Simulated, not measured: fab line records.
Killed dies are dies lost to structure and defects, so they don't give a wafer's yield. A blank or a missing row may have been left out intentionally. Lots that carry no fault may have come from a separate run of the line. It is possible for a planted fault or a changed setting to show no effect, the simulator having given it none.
A lot that was struck, set against a sound lot || flow sky130 || 43 out of 708 route steps
Sound: the wafers L105.1, L105.2, L105.5. Struck: wafer L115.4 (left out: L115.3, L115.5 of the same lot, which were not struck); the cause appears at the end.
For every step that has rows: the tool of each side, followed by ch and its chambers, followed by its first start. Under that, the readings that differ: sound wafers || struck wafers || difference of the means || sigmas: that difference in standard deviations of wafers without a fault.
alike: readings with means less than 2 such deviations apart, plus words and numbers identical on both sides. not compared: withheld readings, readings lacking a value on some wafer, bounds such as >300 that could conceal the same value, and numbers that have no deviation in the record and whose values overlap.
Wherever a step has rows on one side only, a row that says differs or no value, or a row with sigmas, the two part there. Non-overlapping numbers with no deviation appear without sigmas and do not part them. A reading missing from all wafers of one side parts the sides only when that side holds two or more wafers.

first, 4 steps without rows for these wafers: SKY_VIA3_CLEAN_18 (cleans in IPA, time 180 s); SKY_VIA3_CLEAN_19 (cleans in O3/DIW); SKY_VIA3_SPUTTER_20 (material TiN, target thk 20 nm, time 80 s); SKY_VIA3_CVD_21 (deposits W, target thk 390 nm, time 117.31 s).
SKY_VIA3_RS_MEAS_22: measurement is done with a four-point probe.
  struck on film_metro-03, day 42 18:01; sound on film_metro-02, day 40 05:37
  alike: VIA3_W_RS
SKY_VIA3_THK_MEAS_23: measures by xrf.
  struck on film_metro-03, day 42 18:07; sound on film_metro-02, day 40 05:44
  alike: VIA3_W_THK
SKY_VIA3_CMP_24: polishes, stops on SiO2, t overpolish 20 s, target thk 0 nm.
  sound on cmp-01 ch 1,3, day 40 05:48; struck on cmp-01 ch 1, day 42 18:09
  alike: motor_current_A, overpolish_run_s, time_to_endpoint_s
SKY_METAL4_SPUTTER_00: material Ti, target thk 15 nm, time 10 s.
  struck on pvd_sputter-02, day 42 18:27; sound on pvd_sputter-01, day 40 06:06
  alike: throttle_valve_pct
then, 1 step without rows for these wafers: SKY_METAL4_SPUTTER_01 (material TiN, target thk 20 nm, time 16.7 s).
SKY_METAL4_SPUTTER_02: material AlCu, target thk 735 nm, time 39.1 s.
  struck on pvd_sputter-02, day 42 18:29; sound on pvd_sputter-01, day 40 06:09
  alike: throttle_valve_pct
then, 1 step without rows for these wafers: SKY_METAL4_SPUTTER_03 (material Ti, target thk 5 nm, time 3.3 s).
SKY_METAL4_SPUTTER_04: material TiN, target thk 70 nm, time 58.3 s.
  struck on pvd_sputter-02, day 42 18:33; sound on pvd_sputter-01, day 40 06:13
  alike: throttle_valve_pct
SKY_CAP2M_CVD_00: deposits SiO2, target thk 15.5 nm.
  sound on pecvd-01 ch 0,1,2, day 40 06:16; struck on pecvd-01 ch 2, day 42 18:37
  alike: heater_power_w
SKY_CAP2M_THK_MEAS_01:
  struck on film_metro-03, day 42 18:39; sound on film_metro-02, day 40 06:19
  alike: CAP2M_CVD_00_THK
then, 1 step without rows for these wafers: SKY_CAP2M_SPUTTER_02 (material TiN, target thk 200 nm, time 166.7 s).
SKY_CAP2M_RS_MEAS_03: measurement is done with a four-point probe.
  struck on film_metro-02, day 42 18:50; sound on film_metro-04, day 40 06:29
  alike: CAP2M_TIN_RS
SKY_CAP2M_THK_MEAS_04: measures by xrf.
  struck on film_metro-02, day 42 18:56; sound on film_metro-04, day 40 06:37
  alike: CAP2M_TIN_THK
then, 7 steps without rows for these wafers: SKY_CAP2M_DEHYDRATE_05 (time 60 s); SKY_CAP2M_HMDS_06 (prime time 60 s); SKY_CAP2M_COAT_07 (resist thk 1140 nm); SKY_CAP2M_SOFTBAKE_08 (time 60 s); SKY_CAP2M_EXPOSE_09 (exposes mask CAP2M, target cd 1000 nm); SKY_CAP2M_PEB_10; SKY_CAP2M_DEVELOP_11 (develop time 60 s).
SKY_CAP2M_OVL_MEAS_12:
  struck on overlay-02, day 43 16:46; sound on overlay-02, day 41 05:44
  alike: CAP2M_OVL
then, 1 step without rows for these wafers: SKY_CAP2M_METAL_ETCH_13 (etches TiN in Cl2/BCl3, stops on SiO2, target depth 220 nm, time 62.9 s).
SKY_CAP2M_STRIP_14: strips in O2/N2.
  sound on plasma_asher-01 ch 0,1, day 41 05:52; struck on plasma_asher-03 ch 1, day 43 16:54
  alike: drypump_motor_current_A, oes_product_au, strip_time_to_endpoint_s
  not compared: rf_hours_counter_h
then, 11 steps without rows for these wafers: SKY_CAP2M_STRIP_15 (strips in post etch residue remover, time 1200 s); SKY_CAP2M_CLEAN_16 (cleans in IPA, time 180 s); SKY_CAP2M_CLEAN_17 (cleans in O3/DIW); SKY_METAL4_DEHYDRATE_05 (time 60 s); SKY_METAL4_HMDS_06 (prime time 60 s); SKY_METAL4_COAT_07 (resist thk 60 nm); SKY_METAL4_COAT_08 (resist thk 1140 nm); SKY_METAL4_SOFTBAKE_09 (time 90 s); SKY_METAL4_EXPOSE_10 (exposes mask MM4, target cd 300 nm); SKY_METAL4_PEB_11; SKY_METAL4_DEVELOP_12 (develop time 60 s).
SKY_METAL4_CD_MEAS_13 targets a cd of 300 nm.
  struck on cd_sem-01, day 44 16:26; sound on cd_sem-01, day 42 07:10
{"reading": "cd_nm (nm)", "sound": "299.6 298.2 298.5", "struck": 301.8, "difference": "+3.0", "sigmas": "+2"}
SKY_METAL4_OVL_MEAS_14:
  struck on overlay-01, day 44 16:32; sound on overlay-02, day 42 07:17
  alike: METAL4_OVL
then, 2 steps without rows for these wafers: SKY_METAL4_DESCUM_15 (chemistry O2, time 8 s); SKY_METAL4_ETCH_16 (etches BARC in N2/H2, stops on SiO2, time 88.2 s, target depth 60 nm).
-- the record jumps here: 4 days lie between the struck wafers' starts before and after (it left off in module METAL4 and takes up again in module PAD_OPEN, whose first step shown is number 708 of the route) --
SKY_PAD_OPEN_PROBE_99:
  struck on prober-02, day 48 10:50; sound on prober-02, day 46 08:40
{"reading": "hold", "sound": "- - -", "struck": "await_dispo/5.4h/release", "difference": "no value on the sound wafers", "sigmas": ""}
{"reading": "defect_limited_yield (%)", "sound": "87.4 86.0 82.5", "struck": 70.5, "difference": -14.8, "sigmas": -8}
{"reading": "killed_at_other", "sound": "0 0 0", "struck": 62, "difference": "+62", "sigmas": "+99 or more"}
{"reading": "killed_dies", "sound": "62 69 86", "struck": 145, "difference": "+73", "sigmas": "+8"}
{"reading": "sort_bin_3_pad_short (%)", "sound": "0.4 0.6 0.6", "struck": 3.7, "difference": "+3.2", "sigmas": "+7"}
{"reading": "sort_bin_5_function (%)", "sound": "7.5 7.7 8.7", "struck": 18.7, "difference": "+10.7", "sigmas": "+7"}
{"reading": "sort_n_pass", "sound": "430 423 406", "struck": 347, "difference": -73, "sigmas": -8}
{"reading": "sort_yield_pct (%)", "sound": "87.4 86.0 82.5", "struck": 70.5, "difference": -14.8, "sigmas": -8}
{"reading": "model.etest.tester.sort_n_pass", "sound": "430 423 406", "struck": 347, "difference": -73, "sigmas": ""}
{"reading": "model.etest.tester.sort_yield_pct (%)", "sound": "87.4 85.98 82.52", "struck": 70.53, "difference": -14.77, "sigmas": ""}
{"reading": "model.etest.tester.sort_bin_5_pct (%)", "sound": "7.52 7.724 8.74", "struck": 18.7, "difference": "+10.7", "sigmas": ""}
{"reading": "model.etest.tester.sort_bin_3_pct (%)", "sound": "0.4065 0.6098 0.6098", "struck": 3.659, "difference": "+3.117", "sigmas": ""}
  alike: killed_at_M0_to_M3, killed_at_M4_up, killed_at_contacts, killed_at_front_end, killed_open, killed_short, sort_bin_6_memory

WHERE THEY PART
At SKY_METAL4_CD_MEAS_13 first; at SKY_PAD_OPEN_PROBE_99 last (within this record only).

WHY: what the simulator had put in
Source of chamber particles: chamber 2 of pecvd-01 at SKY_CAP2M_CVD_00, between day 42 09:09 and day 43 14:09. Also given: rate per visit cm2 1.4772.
